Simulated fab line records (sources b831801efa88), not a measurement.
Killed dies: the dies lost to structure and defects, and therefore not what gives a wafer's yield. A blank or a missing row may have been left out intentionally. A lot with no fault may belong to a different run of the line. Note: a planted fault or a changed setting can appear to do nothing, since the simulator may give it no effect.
Which tool did it? / flow sky130 / 18 wafers from 6 lots sampled at 2 of the route's 708 steps

== WHAT EACH GAUGE READ, for each wafer ==
SKY_POLY_GATE_CD_MEAS_22.
lot=L251; measured=day 16 23:10; on=cd sem-02; cd nm (nm)=150.2 153.3 151.7
lot=L254; measured=day 18 00:39; on=cd sem-02; cd nm (nm)=150.7 150.7 148.2
lot=L257; measured=day 18 16:02; on=cd sem-01; cd nm (nm)=150.2 147.9 148.7
lot=L264; measured=day 23 00:35; on=cd sem-02; cd nm (nm)=149.7 146.8 148.5
lot=L265; measured=day 23 03:43; on=cd sem-02; cd nm (nm)=150.8 150.8 149.1
lot=L271; measured=day 25 07:53; on=cd sem-01; cd nm (nm)=148.6 148.2 149.5

== WHAT TOOL EACH LOT RAN ON (gives the tool, then ch and the chambers of the sampled wafers, and finally the start) ==
lot=L251; SKY_POLY_GATE_ETCH_15=rie diel-01 ch 0,1,2, day 16 19:26
lot=L254; SKY_POLY_GATE_ETCH_15=rie diel-04 ch 0,3, day 17 21:32
lot=L257; SKY_POLY_GATE_ETCH_15=rie diel-03 ch 0,2,3, day 18 13:17
lot=L264; SKY_POLY_GATE_ETCH_15=rie diel-03 ch 0,1, day 22 22:38
lot=L265; SKY_POLY_GATE_ETCH_15=rie diel-04 ch 0,1, day 23 01:05
lot=L271; SKY_POLY_GATE_ETCH_15=rie diel-03 ch 0,1,3, day 25 05:10
- SKY_POLY_GATE_ETCH_15: etches BARC in N2/H2, stops on SiO2, time 118.5 s, target depth 110 nm.

== THE ANSWER, worked out from the rows above alone ==
Rule: the lots themselves supply what counts as usual. The widest of any qualifying gaps counts: lots, ordered by their means at a reading, are off when they make up no more than a third of the lots, leave a main group of 4 or more, and stand apart from it by 3 or more times the standard deviation of that group's means. Not used: any main group whose means are identical at the precision the tables above print for the reading. Also off: a lot with no number at a reading for which 4 or more lots have one. All remaining lots with rows at the step are treated as sound.
None of the lots is off at any reading shown; this tells nothing.

== WHAT THE SIMULATOR HAD INSERTED ==
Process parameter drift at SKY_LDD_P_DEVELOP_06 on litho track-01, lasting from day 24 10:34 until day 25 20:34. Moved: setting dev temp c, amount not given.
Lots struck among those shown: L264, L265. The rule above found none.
